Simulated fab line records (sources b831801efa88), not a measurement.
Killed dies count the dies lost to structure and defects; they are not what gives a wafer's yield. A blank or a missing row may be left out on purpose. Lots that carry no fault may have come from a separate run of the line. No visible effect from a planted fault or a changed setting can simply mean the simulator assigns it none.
Split-lot trial + flow gf180mcu + 5 lots, 23 wafers read, on a route of 602 steps

== THE SPLIT ITSELF ==
At GF_HV_LDD_COAT_02 (resist thk 1000 nm), the setting resist_thk_nm was moved away from the recipe's 1000 nm on 10 of the 23 wafers read, by -5.2% to +5.0%. All remaining wafers had this setting at the recipe value.

The reading is taken at the split's own step.

== THE READING ==
NOVOLAK_of_HV_LDD_COAT_02.thk_nm (the simulator's own value, which no gauge read), in nm, at GF_HV_LDD_COAT_02 (resist thk 1000 nm). There is no usual value for it anywhere in the file. Across the 13 wafers here that went through the recipe, the average is 999.3 nm and the standard deviation 2.2 nm.

| wafer  | tool, chamber at the split | resist_thk_nm as run, nm | against the recipe | NOVOLAK_of_HV_LDD_COAT_02.thk_nm, nm | against lot-mates on the recipe |
|--------|----------------------------|--------------------------|--------------------|--------------------------------------|---------------------------------|
| L076.1 | litho_track-02, 0          | 1017                     | +1.7%              | 1012                                 | +14.9                           |
| L076.2 | litho_track-02, 0          | 1000                     | recipe             | 996.7                                | -                               |
| L076.3 | litho_track-02, 0          | 1017                     | +1.7%              | 1017                                 | +19.9                           |
| L076.4 | litho_track-02, 0          | 1000                     | recipe             | 997.2                                | -                               |
| L076.5 | litho_track-02, 0          | 1000                     | recipe             | 997.5                                | -                               |
| L079.2 | litho_track-01, 0          | 1000                     | recipe             | 999.5                                | -                               |
| L079.3 | litho_track-01, 0          | 1000                     | recipe             | 1001                                 | -                               |
| L079.6 | litho_track-01, 0          | 1000                     | recipe             | 998                                  | -                               |
| L083.2 | litho_track-01, 0          | 967.2                    | -3.3%              | 967.2                                | -31.5                           |
| L083.3 | litho_track-01, 0          | 967.2                    | -3.3%              | 968.3                                | -30.4                           |
| L083.4 | litho_track-01, 0          | 967.2                    | -3.3%              | 968.7                                | -30.0                           |
| L083.5 | litho_track-01, 0          | 1000                     | recipe             | 996.4                                | -                               |
| L083.6 | litho_track-01, 0          | 1000                     | recipe             | 1001                                 | -                               |
| L084.1 | litho_track-03, 0          | 1000                     | recipe             | 1001                                 | -                               |
| L084.2 | litho_track-03, 0          | 1050                     | +5.0%              | 1054                                 | +51.7                           |
| L084.3 | litho_track-03, 0          | 1000                     | recipe             | 1004                                 | -                               |
| L084.5 | litho_track-03, 0          | 1000                     | recipe             | 1002                                 | -                               |
| L084.6 | litho_track-03, 0          | 1050                     | +5.0%              | 1048                                 | +45.7                           |
| L085.1 | litho_track-03, 0          | 1000                     | recipe             | 998.7                                | -                               |
| L085.2 | litho_track-03, 0          | 1000                     | recipe             | 998.1                                | -                               |
| L085.3 | litho_track-03, 0          | 947.5                    | -5.2%              | 948.1                                | -50.3                           |
| L085.4 | litho_track-03, 0          | 947.5                    | -5.2%              | 946.2                                | -52.2                           |
| L085.5 | litho_track-03, 0          | 947.5                    | -5.2%              | 945.3                                | -53.1                           |

THE FIT
A straight line over all 23 wafers: NOVOLAK_of_HV_LDD_COAT_02.thk_nm changes by +10 nm for each +1% of resist_thk_nm; r = +1.00; the points scatter about the line by 2.4 nm.
The same after taking each lot's own level away (the mean of its wafers on the recipe; 23 wafers): +9.76 nm for each +1%; r = +1.00; scatter 1.7 nm.
On that fit, the largest move of resist_thk_nm shifts the reading by 51 nm.
The span of the lots' own levels, 997.13 to 1002.33 nm, comes to 2.3 times the standard deviation stated above.
Hence the lot-to-lot level has little effect on the slope; both slopes agree.
Check: with one of the wafers moved furthest among these (-5.2%) left out of the fit, the line predicts -51.2 nm for it against its lot-mates. It came out at -50.3 nm against them.

== OTHER SPLITS APPLIED TO THESE WAFERS ==
Before the reading, these wafers also passed through other splits. Each is held against what the fit with the lots' levels taken away leaves over:
| other split on the same wafers          | wafers away from the commonest value | r with NOVOLAK_of_HV_LDD_COAT_02.thk_nm (lot level and that fit taken away) |
|-----------------------------------------|--------------------------------------|-----------------------------------------------------------------------------|
| GF_STI_COAT_07 resist_thk_nm            | 8                                    | +0.07                                                                       |
| GF_STI_SOFTBAKE_08 temp_c               | 10                                   | +0.11                                                                       |
| GF_LVPWELL_COAT_02 resist_thk_nm        | 7                                    | -0.18                                                                       |
| GF_MVSD_COAT_02 resist_thk_nm           | 9                                    | +0.07                                                                       |
| GF_MVSD_IMPLANT_08 dose_cm2             | 8                                    | -0.08                                                                       |
| GF_MVPSD_IMPLANT_08 dose_cm2            | 6                                    | +0.23                                                                       |
| GF_VT_IMPLANT_IMPLANT_19 energy_kev     | 8                                    | -0.13                                                                       |
| GF_VT_IMPLANT_COAT_35 spin_rpm          | 10                                   | +0.03                                                                       |
| GF_VT_IMPLANT_DEVELOP_39 develop_time_s | 6                                    | +0.07                                                                       |
| GF_POLY_GATE_COAT_05 resist_thk_nm      | 4                                    | +0.30                                                                       |

== THE WHOLE CHAIN: every reading that the file lists as answering this split, in the file's order ==
| step               | what it does       | reading                                                                           | change (the file's fit)              | r (the file's) |
|--------------------|--------------------|-----------------------------------------------------------------------------------|--------------------------------------|----------------|
| GF_HV_LDD_COAT_02  | resist thk 1000 nm | NOVOLAK_of_HV_LDD_COAT_02.thk_nm (the simulator's own value, which no gauge read) | +9.73 nm for each +1% of the setting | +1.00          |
| GF_HV_LDD_STRIP_10 | strips in O2/N2    | strip_time_to_endpoint_s                                                          | withheld for each +1% of the setting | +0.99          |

== THE FILE'S OWN FIT ==
NOVOLAK_of_HV_LDD_COAT_02.thk_nm changes by +9.73 nm for each +1% of resist_thk_nm, r = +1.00.
